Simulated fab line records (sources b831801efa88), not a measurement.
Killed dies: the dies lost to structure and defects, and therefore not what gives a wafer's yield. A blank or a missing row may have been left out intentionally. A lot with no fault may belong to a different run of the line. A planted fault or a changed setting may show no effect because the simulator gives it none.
Comparing a struck lot with a sound one | flow sfqLine | 13 steps out of a route of 325
Sound: the wafers L903.2, L903.4, L903.6. Wafers struck: L891.1, L891.5, L891.6. Last of all comes the cause.
Order at every step that has rows: each side's tool, ch and its chambers, its first start. Under that, the readings that differ: sound wafers | struck wafers | difference of the means | sigmas: that difference in standard deviations of wafers without a fault.
alike: readings with means less than 2 such deviations apart, plus words and numbers identical on both sides. not compared: withheld readings, readings lacking a value on some wafer, bounds such as >300 that could conceal the same value, and numbers that have no deviation in the record and whose values overlap.
Wherever a step has rows on one side only, a row that says differs or no value, or a row with sigmas, the two part there. Numbers that don't overlap but have no deviation are shown without sigmas and don't part them. A reading missing from all wafers of one side parts the sides only when that side holds two or more wafers.

SFQ_INCOMING_BOW_MEAS_900:
  sound: filmMetro-03 at day 5 14:01; struck: filmMetro-02 at day 3 02:00
  alike: INCOMING_BOW
then, 1 step without rows for these wafers: SFQ_TRILAYER_INCOMING_OXIDATION_002 (target thk 500 nm, ox time 4939 s).
SFQ_TRILAYER_L0_DEP_SPUTTER_003: material MoNx KI, target thk 40 nm, time 100 s.
  sound: pvdSputter-05 at day 5 16:29; struck: pvdSputter-05 at day 3 04:29
  alike: throttleValvePct
SFQ_L0_RS_MEAS_901: a four-point-probe measurement.
  sound: filmMetro-04 at day 5 16:35; struck: filmMetro-04 at day 3 04:34
reading                | sound          | struck         | difference | sigmas
L0_MONX_KI_RS (ohm/sq) | 43.9 44.0 43.7 | 42.7 42.7 42.8 | -1.1       | -2
SFQ_L0_THK_MEAS_902: measures by xrf.
  sound: filmMetro-04 at day 5 16:41; struck: filmMetro-04 at day 3 04:41
reading             | sound          | struck         | difference | sigmas
L0_MONX_KI_THK (nm) | 38.0 38.2 38.4 | 39.5 39.6 39.4 | +1.3       | +2
SFQ_TRILAYER_L0_LITHO_COAT_010: resist thk 62 nm.
  sound on lithoTrack-04 ch 0, day 5 16:47; struck on lithoTrack-01 ch 0, day 3 04:44
reading                                             | sound             | struck            | difference | sigmas
model.BARC_of_TRILAYER_L0_LITHO_COAT_010.thkNm (nm) | 62.23 62.18 62.06 | 67.71 67.56 67.68 | +5.49      | 
then, 5 steps without rows for these wafers: SFQ_TRILAYER_L0_LITHO_COAT_005 (resist thk 600 nm); SFQ_TRILAYER_L0_LITHO_SOFTBAKE_009; SFQ_TRILAYER_L0_LITHO_EXPOSE_006 (exposes mask L0, target cd 2000 nm); SFQ_TRILAYER_L0_LITHO_PEB_008 (peb time 60 s); SFQ_TRILAYER_L0_LITHO_DEVELOP_007 (time 60 s).
SFQ_TRILAYER_L0_BARC_OPEN_METAL_ETCH_010: etches BARC in O2, target depth 125 nm, time 41.7 s.
  sound on rieMetal-01 ch 0,1, day 6 07:38; struck on rieMetal-04 ch 0,1, day 3 16:49
reading                 | sound             | struck            | difference | sigmas
oesProductAu (a.u.)     | 0.691 0.682 0.684 | 0.715 0.707 0.712 | +0.026     | +5
model.etch.depthNm (nm) | 62.23 62.18 62.06 | 67.71 67.56 67.68 | +5.49      | 
  alike: drypumpMotorCurrentA
  not compared: rfHoursCounterH
SFQ_TRILAYER_L0_ETCH_METAL_ETCH_008: etches MoNx KI in SF6/O2, stops on SiO2, target depth 50 nm, time 25 s.
  sound on rieMetal-01 ch 0,1, day 6 07:42; struck on rieMetal-04 ch 0,1, day 3 16:53
  alike: drypumpMotorCurrentA, oesProductAu
  not compared: rfHoursCounterH

## WHERE THEY PART
At SFQ_L0_RS_MEAS_901 first; at SFQ_TRILAYER_L0_BARC_OPEN_METAL_ETCH_010 last (within this record only). Later steps at which nothing parts them and some readings are alike: SFQ_TRILAYER_L0_ETCH_METAL_ETCH_008.

WHY: what had been put in by the simulator
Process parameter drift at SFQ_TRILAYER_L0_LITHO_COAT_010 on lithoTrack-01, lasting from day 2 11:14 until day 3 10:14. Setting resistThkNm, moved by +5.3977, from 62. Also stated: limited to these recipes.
